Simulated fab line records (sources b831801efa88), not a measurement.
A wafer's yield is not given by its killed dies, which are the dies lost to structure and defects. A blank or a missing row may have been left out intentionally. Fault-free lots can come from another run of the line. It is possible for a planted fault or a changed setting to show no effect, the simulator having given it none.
Matching of chambers    flow gf180mcu    GF_SAB_ETCH_11 on rie_diel-01: 4 sister chambers
The step etches SiO2 in C4F8/O2/Ar, target depth 55 nm, time 8.5 s. 16 wafers are shown with their chamber, then 8 later ones without.

== WAFERS WITH THEIR CHAMBER ==
wafer   chamber  oes_product_au (a.u.)
L500.1  1        1.003
L500.3  2        0.992
L500.5  0        1.005
L502.1  0        1.007
L502.2  1        1.013
L502.5  3        1.009
L503.2  0        1.018
L503.5  0        1.011
L503.6  1        1.011
L506.1  3        1.012
L506.2  0        0.997
L506.3  1        1.006
L507.3  2        0.997
L507.4  3        1.003
L507.6  2        0.994
L516.3  0        1.020

SIGNATURES (averages over the wafers above)
reading         chamber 0  chamber 1  chamber 2  chamber 3  scatter within a chamber
oes_product_au  1.00967    1.00825    0.99433    1.00800    0.00636
Rule: a wafer lies at a distance from a chamber equal to the root of the sum of squares, over the readings, of (its reading less the chamber's mean, divided by the reading's scatter). The wafer belongs to the nearest chamber; if the next one is less than 2 further off, it can't be placed. The scatter is the square root of a quotient: the sum, over the shown wafers, of each reading's squared deviation from its chamber's mean, divided by wafers minus chambers.

== WAFERS MISSING THEIR CHAMBER ==
wafer   oes_product_au (a.u.)
L516.4  0.988
L516.6  1.016
L517.1  1.019
L517.5  1.002
L517.6  1.018
L520.3  1.003
L520.4  1.018
L520.6  1.016

== CHAMBER TAKEN BY EACH ==
wafer   from the rows above                in truth
L516.4  2                                  2
L516.6  can't be placed: 0 or 1 or 3       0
L517.1  can't be placed: 0 or 1 or 3       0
L517.5  can't be placed: 3 or 1 or 0 or 2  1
L517.6  can't be placed: 0 or 1 or 3       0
L520.3  can't be placed: 3 or 1 or 0 or 2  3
L520.4  can't be placed: 0 or 1 or 3       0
L520.6  can't be placed: 0 or 1 or 3       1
Correct placement for 1 of the 8. Unplaceable from these rows: 7, with the true chamber sitting among the candidates in 7. 0 placed wrongly.
